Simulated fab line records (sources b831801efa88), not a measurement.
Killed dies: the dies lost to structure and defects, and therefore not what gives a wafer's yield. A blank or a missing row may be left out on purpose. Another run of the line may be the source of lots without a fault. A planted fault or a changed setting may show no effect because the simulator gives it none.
Lot-split experiment | flow gf180mcu | route with 602 steps; 5 lots, 23 wafers read

ON THE SPLIT
At GF_MIM_SPUTTER_08 (material AlCu, target thk 200 nm, time 10.6 s), the setting time-s was moved away from the recipe's 10.6 s on 11 of the 23 wafers read, by -11.7% to +14.9%. For the rest of the wafers, this setting stayed at what the recipe calls for.

FROM THE SPLIT TO THE READING: what the file shows between them, 2 steps
- GF_MIM_SPUTTER_09: material TiN, target thk 35 nm, time 29.2 s
- GF_MIM_RS_MEAS_10: measures by four-point-probe

THE READING
MIM_ALCU_THK, in nm, at GF_MIM_THK_MEAS_11 (measures by xrf). A value of 202.1 nm with a standard deviation of 2.2 nm is what fault-free wafers of this fab line usually give.

wafer  | tool, chamber at the split | time-s as run, s | against the recipe | MIM_ALCU_THK, nm | against lot-mates on the recipe
L080.1 | pvd-sputter-02, -          | 10.6             | recipe             | 201.8            | -
L080.2 | pvd-sputter-02, -          | 12.18            | +14.9%             | 234.3            | +32.1
L080.3 | pvd-sputter-02, -          | 12.18            | +14.9%             | 233.8            | +31.6
L080.5 | pvd-sputter-02, -          | 12.18            | +14.9%             | 230.8            | +28.6
L080.6 | pvd-sputter-02, -          | 10.6             | recipe             | 202.7            | -
L082.1 | pvd-sputter-02, -          | 9.355            | -11.7%             | 176.4            | -25.2
L082.3 | pvd-sputter-02, -          | 9.355            | -11.7%             | 177.3            | -24.2
L082.4 | pvd-sputter-02, -          | 10.6             | recipe             | 202.8            | -
L082.5 | pvd-sputter-02, -          | 10.6             | recipe             | 200.3            | -
L082.6 | pvd-sputter-02, -          | 9.355            | -11.7%             | 177.0            | -24.6
L083.2 | pvd-sputter-01, -          | 11.69            | +10.3%             | 217.1            | +18.7
L083.3 | pvd-sputter-01, -          | 10.6             | recipe             | 197.6            | -
L083.4 | pvd-sputter-01, -          | 11.69            | +10.3%             | 221.6            | +23.2
L083.5 | pvd-sputter-01, -          | 10.6             | recipe             | 198.2            | -
L083.6 | pvd-sputter-01, -          | 10.6             | recipe             | 199.3            | -
L084.3 | pvd-sputter-01, -          | 10.6             | recipe             | 202.3            | -
L084.4 | pvd-sputter-01, -          | 10.6             | recipe             | 202.0            | -
L084.6 | pvd-sputter-01, -          | 10.6             | recipe             | 201.1            | -
L085.2 | pvd-sputter-01, -          | 11.63            | +9.7%              | 222.8            | +22.5
L085.3 | pvd-sputter-01, -          | 10.6             | recipe             | 202.3            | -
L085.4 | pvd-sputter-01, -          | 10.6             | recipe             | 198.3            | -
L085.5 | pvd-sputter-01, -          | 11.63            | +9.7%              | 218.3            | +18.0
L085.6 | pvd-sputter-01, -          | 11.63            | +9.7%              | 217.7            | +17.4

FIT RESULTS
A straight line over all 23 wafers: MIM_ALCU_THK changes by +2.04 nm for each +1% of time-s; r = +0.99; the points scatter about the line by 2.2 nm.
The same after taking each lot's own level away (the mean of its wafers on the recipe; 23 wafers): +2.06 nm for each +1%; r = +1.00; scatter 1.5 nm.
That fit puts the effect of the largest move of time-s on the reading at 31 nm.
Across the lots, their own levels run from 198.37 to 202.25 nm, a range of 1.8 times the standard deviation given above.
The two slopes are in agreement: the lot-to-lot level therefore moves the slope only a little.
Check: +30.3 nm against its lot-mates is what the line predicts for one of the wafers moved furthest among these (+14.9%) when that wafer is left out of the fit. It came out at +32.1 nm against them.

ADDITIONAL SPLITS CARRIED BY THESE WAFERS
Other splits were also applied to these wafers ahead of the reading. Each is held against what the fit with the lots' levels taken away leaves over:
other split on the same wafers  | wafers away from the commonest value | r with MIM_ALCU_THK (lot level and that fit taken away)
GF_M4_METAL_ETCH_16 icp-w       | 10                                   | +0.13
GF_V4_CMP_04 leave-above-ref-nm | 8                                    | +0.20
GF_V4_DEVELOP_13 dev-temp-c     | 2                                    | -0.09
GF_V4_SPUTTER_21 time-s         | 7                                    | -0.35
GF_MIM_SPUTTER_00 time-s        | 5                                    | -0.05

THE WHOLE CHAIN: every reading that the file lists as answering this split, in the file's order
step               | what it does                                  | reading                                                                        | change (the file's fit)              | r (the file's)
GF_MIM_SPUTTER_08  | material AlCu, target thk 200 nm, time 10.6 s | AlCu_of_MIM_SPUTTER_08.thk-nm (the simulator's own value, which no gauge read) | +2.03 nm for each +1% of the setting | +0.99
GF_MIM_RS_MEAS_10  | measures by four-point-probe                  | MIM_ALCU_RS                                                                    | -0.0016 for each +1% of the setting  | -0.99
GF_MIM_THK_MEAS_11 | measures by xrf                               | MIM_ALCU_THK                                                                   | +2.05 for each +1% of the setting    | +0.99

FILE'S OWN FIT
MIM_ALCU_THK changes by +2.05 nm for each +1% of time-s, r = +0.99.
